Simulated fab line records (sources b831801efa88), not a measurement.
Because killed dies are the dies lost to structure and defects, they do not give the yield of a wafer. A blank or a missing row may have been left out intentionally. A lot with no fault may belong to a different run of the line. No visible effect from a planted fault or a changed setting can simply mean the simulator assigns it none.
Chamber matching :: flow gf180mcu :: GF_V3_CMP_26 on cmp-02 has 4 sister chambers
The step polishes, stops on SiO2, t overpolish 15 s, target thk 0 nm. 14 wafers are shown with their chamber, then 7 later ones without.

## WAFERS, EACH WITH ITS CHAMBER
wafer: L280.1
chamber: 0
motorCurrentA (A): 10.2
timeToEndpointS (s): 78
overpolishRunS (s): 15.013

wafer: L280.3
chamber: 2
motorCurrentA (A): 10.1
timeToEndpointS (s): 87
overpolishRunS (s): 14.994

wafer: L280.4
chamber: 1
motorCurrentA (A): 13.8
timeToEndpointS (s): 79
overpolishRunS (s): 14.967

wafer: L285.2
chamber: 2
motorCurrentA (A): 10.0
timeToEndpointS (s): 86
overpolishRunS (s): 15.002

wafer: L285.3
chamber: 3
motorCurrentA (A): 11.3
timeToEndpointS (s): 85
overpolishRunS (s): 14.998

wafer: L285.6
chamber: 2
motorCurrentA (A): 9.9
timeToEndpointS (s): 86
overpolishRunS (s): 15.008

wafer: L288.4
chamber: 2
motorCurrentA (A): 10.2
timeToEndpointS (s): 87
overpolishRunS (s): 14.991

wafer: L288.5
chamber: 1
motorCurrentA (A): 13.2
timeToEndpointS (s): 81
overpolishRunS (s): 14.991

wafer: L288.6
chamber: 2
motorCurrentA (A): 10.4
timeToEndpointS (s): 84
overpolishRunS (s): 15.007

wafer: L290.2
chamber: 3
motorCurrentA (A): 11.4
timeToEndpointS (s): 81
overpolishRunS (s): 14.996

wafer: L290.5
chamber: 2
motorCurrentA (A): 10.3
timeToEndpointS (s): 89
overpolishRunS (s): 14.994

wafer: L290.6
chamber: 1
motorCurrentA (A): 13.3
timeToEndpointS (s): 85
overpolishRunS (s): 15.012

wafer: L294.3
chamber: 0
motorCurrentA (A): 11.0
timeToEndpointS (s): 87
overpolishRunS (s): 14.996

wafer: L294.4
chamber: 3
motorCurrentA (A): 11.3
timeToEndpointS (s): 81
overpolishRunS (s): 14.997

SIGNATURES (means of the wafers above)
reading: motorCurrentA
chamber 0: 10.600
chamber 1: 13.433
chamber 2: 10.150
chamber 3: 11.333
scatter within a chamber: 0.266

reading: timeToEndpointS
chamber 0: 82.50
chamber 1: 81.67
chamber 2: 86.50
chamber 3: 82.33
scatter within a chamber: 2.89

reading: overpolishRunS
chamber 0: 15.00450
chamber 1: 14.99000
chamber 2: 14.99933
chamber 3: 14.99700
scatter within a chamber: 0.0119
Rule: for each reading, subtract the chamber's mean from the wafer's reading, divide by that reading's scatter and square the result; add these up over the readings and take the root, which gives the wafer's distance from the chamber. The wafer belongs to the nearest chamber; if the next one is less than 2 further off, it can't be placed. The scatter is the square root of a quotient: the sum, over the shown wafers, of each reading's squared deviation from its chamber's mean, divided by wafers minus chambers.

## WAFERS WITHOUT THEIR CHAMBER
wafer: L294.5
motorCurrentA (A): 12.9
timeToEndpointS (s): 83
overpolishRunS (s): 14.993

wafer: L297.2
motorCurrentA (A): 10.0
timeToEndpointS (s): 83
overpolishRunS (s): 14.993

wafer: L297.3
motorCurrentA (A): 11.1
timeToEndpointS (s): 84
overpolishRunS (s): 14.982

wafer: L297.4
motorCurrentA (A): 13.2
timeToEndpointS (s): 86
overpolishRunS (s): 15.006

wafer: L298.1
motorCurrentA (A): 13.2
timeToEndpointS (s): 87
overpolishRunS (s): 15.022

wafer: L298.5
motorCurrentA (A): 11.2
timeToEndpointS (s): 83
overpolishRunS (s): 15.026

wafer: L298.6
motorCurrentA (A): 10.6
timeToEndpointS (s): 86
overpolishRunS (s): 14.999

## CHAMBER TAKEN BY EACH
wafer: L294.5
from the rows above: 1
in truth: 1

wafer: L297.2
from the rows above: can't be placed: 2 or 0
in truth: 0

wafer: L297.3
from the rows above: can't be placed: 3 or 0
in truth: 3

wafer: L297.4
from the rows above: 1
in truth: 1

wafer: L298.1
from the rows above: 1
in truth: 1

wafer: L298.5
from the rows above: can't be placed: 3 or 0
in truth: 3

wafer: L298.6
from the rows above: can't be placed: 0 or 2 or 3
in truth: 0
Correctly placed: 3 of 7. Can't be placed from these rows: 4 (the true chamber is among the candidates in 4). Number placed wrongly: 0.
